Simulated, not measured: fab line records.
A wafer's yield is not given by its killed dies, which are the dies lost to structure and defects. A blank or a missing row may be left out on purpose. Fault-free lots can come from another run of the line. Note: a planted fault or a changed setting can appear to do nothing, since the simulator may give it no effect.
Matching of chambers | flow sky130 | SKY_CONTACT_CMP_04 on cmp-01: 4 sister chambers
The step polishes SiO2. 8 wafers are shown with their chamber, then 9 later ones without.

== WAFERS PAIRED WITH THEIR CHAMBERS ==
wafer  | chamber | motor-current-A (A) | time-to-endpoint-s (s)
L406.5 | 1       | 14.6                | 85
L409.2 | 1       | 13.5                | 81
L415.6 | 3       | 12.8                | 78
L423.4 | 2       | 12.2                | 77
L423.5 | 0       | 12.6                | 81
L421.2 | 3       | 12.4                | 83
L421.3 | 2       | 13.0                | 80
L421.5 | 0       | 12.5                | 80

== WAFERS WITH NO CHAMBER GIVEN ==
wafer  | motor-current-A (A) | time-to-endpoint-s (s)
L422.2 | 12.1                | 78
L422.4 | 12.6                | 74
L422.5 | 13.2                | 82
L426.1 | 14.1                | 82
L426.2 | 13.1                | 78
L426.3 | 13.4                | 79
L427.1 | 12.2                | 83
L427.2 | 14.6                | 78
L427.5 | 12.1                | 82

== EACH ONE'S CHAMBER ==
wafer  | from the rows above               | in truth
L422.2 | can't be placed: 2 or 0 or 3      | 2
L422.4 | can't be placed: 2 or 3 or 0      | 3
L422.5 | can't be placed: 3 or 0 or 1 or 2 | 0
L426.1 | 1                                 | 1
L426.2 | can't be placed: 2 or 3 or 0 or 1 | 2
L426.3 | can't be placed: 2 or 3 or 0 or 1 | 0
L427.1 | can't be placed: 0 or 3 or 2      | 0
L427.2 | can't be placed: 1 or 2 or 3 or 0 | 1
L427.5 | can't be placed: 0 or 3 or 2      | 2
Correct placement for 1 of the 9. Cannot be placed on the basis of these rows: 8; the candidates contain the true chamber in 8. Number placed wrongly: 0.
How it was worked out, from the rows above alone: a wafer's distance from a chamber is the root of the sum, over the readings, of the square of ((its reading less the chamber's mean) divided by the reading's scatter). If the next closest chamber is less than 2 further off than the closest, the wafer can't be placed; otherwise it belongs to the closest. For every chamber, the mean is computed from those of its wafers that are shown. How the scatter is found: for the shown wafers, subtract from each reading the mean of its chamber, square and add these, divide the total by (wafers less chambers), then take the root.
